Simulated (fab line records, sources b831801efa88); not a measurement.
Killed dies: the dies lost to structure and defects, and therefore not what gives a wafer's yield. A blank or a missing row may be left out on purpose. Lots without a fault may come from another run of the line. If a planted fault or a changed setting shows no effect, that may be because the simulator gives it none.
A lot that was struck, set against a sound lot    flow sky130    14 out of 708 route steps
Sound: the wafers L263.1, L263.5, L263.6. The struck wafers were L273.1, L273.2, L273.6. At the end, the cause is stated.
Each step with rows lists, per side, the tool, then ch with its chambers, then its first start. Under that, the readings that differ: sound wafers    struck wafers    difference of the means    sigmas: that difference in standard deviations of wafers without a fault.
alike: readings whose means differ by less than 2 such deviations, and words and numbers that are the same on both sides. not compared: withheld readings, readings that some wafer has no value for, bounds like >300 that may hide the same value, and numbers for which the record gives no deviation and whose values overlap.
The two part at a step that has a row with sigmas, a row that says differs or no value, or rows on one side only. When numbers do not overlap yet have no deviation, they are printed without sigmas and do not part them. A reading missing from all wafers of one side parts the sides only when that side holds two or more wafers.

first, 5 steps without rows for these wafers: SKY_SD_N_COAT_02 (resist thk 1140 nm); SKY_SD_N_SOFTBAKE_03 (time 60 s); SKY_SD_N_EXPOSE_04 (exposes mask NSDM, target cd 380 nm); SKY_SD_N_PEB_05; SKY_SD_N_DEVELOP_06 (develop time 60 s).
SKY_SD_N_CD_MEAS_07 targets a cd of 380 nm.
  sound: cd_sem-01 at day 28 09:41; struck: cd_sem-01 at day 31 12:14
  alike: cd_nm
SKY_SD_N_OVL_MEAS_08:
  sound: overlay-01 at day 28 09:49; struck: overlay-02 at day 31 12:22
  alike: SD_N_OVL
then, 2 steps without rows for these wafers: SKY_SD_N_IMPLANT_09; SKY_SD_N_IMPLANT_10.
SKY_SD_N_STRIP_11: strips in O2/N2.
  sound on plasma_asher-01 ch 0,1, day 28 10:08; struck on plasma_asher-02 ch 0,1, day 31 12:41
reading                       sound              struck             difference  sigmas
strip_time_to_endpoint_s (s)  22.59 22.60 22.62  22.50 22.51 22.51  -0.10       -2
  alike: drypump_motor_current_A, oes_product_au
  not compared: rf_hours_counter_h
SKY_SD_N_TW_MEAS_12:
  sound: film_metro-03 at day 28 10:14; struck: film_metro-01 at day 31 12:47
  alike: SD_N_TW
then, 1 step without rows for these wafers: SKY_SD_N_CLEAN_13 (cleans in SC1/SC2, time 150 s).
SKY_SD_N_RTA_14: time 2 s.
  sound on rtp_anneal-01 ch 0, day 28 10:25; struck on rtp_anneal-02 ch 0, day 31 12:54
reading            sound                 struck                difference  sigmas
ramp_down_c_per_s  89.994 89.979 89.987  36.001 36.002 36.034  -53.974     -99 or more
wafer_temp_C_max   1076.1 1078.5 1076.4  1080.5 1079.8 1077.7  +2.3        +2
  alike: lamp_power_pct
-- the record jumps here: 17 days lie between the struck wafers' starts before and after (it left off in module SD_N and takes up again in module PAD_OPEN, whose first step shown is number 708 of the route) --
SKY_PAD_OPEN_PROBE_99:
  sound: prober-01 at day 46 01:42; struck: prober-02 at day 48 08:23
reading                            sound            struck             difference  sigmas
model.etest.res_pdiff.line_ohm_um  1362 1367 1344   1326 1326 1323     -33         
model.etest.licon_high_po.rc_ohm   359.8 344 346.2  340.2 338.4 338.5  -11.0       
  alike: killed_at_M0_to_M3, killed_at_M4_up, killed_at_contacts, killed_at_front_end, killed_at_other, killed_dies, killed_open, killed_short
  not compared: model.etest.res_xhigh_po.line_ohm_um, model.etest.res_xhigh_po.rs_ohm_sq, model.etest.res_high_po.line_ohm_um, model.etest.licon_pdiff.rc_ohm, model.etest.res_high_po.rs_ohm_sq, model.etest.pfet_01v8.drive_ua_um

## WHERE THEY PART
Earliest at SKY_SD_N_STRIP_11; latest, in this record, at SKY_SD_N_RTA_14. Later steps at which nothing parts them and some readings are alike: SKY_PAD_OPEN_PROBE_99.

WHY: the cause the simulator had injected
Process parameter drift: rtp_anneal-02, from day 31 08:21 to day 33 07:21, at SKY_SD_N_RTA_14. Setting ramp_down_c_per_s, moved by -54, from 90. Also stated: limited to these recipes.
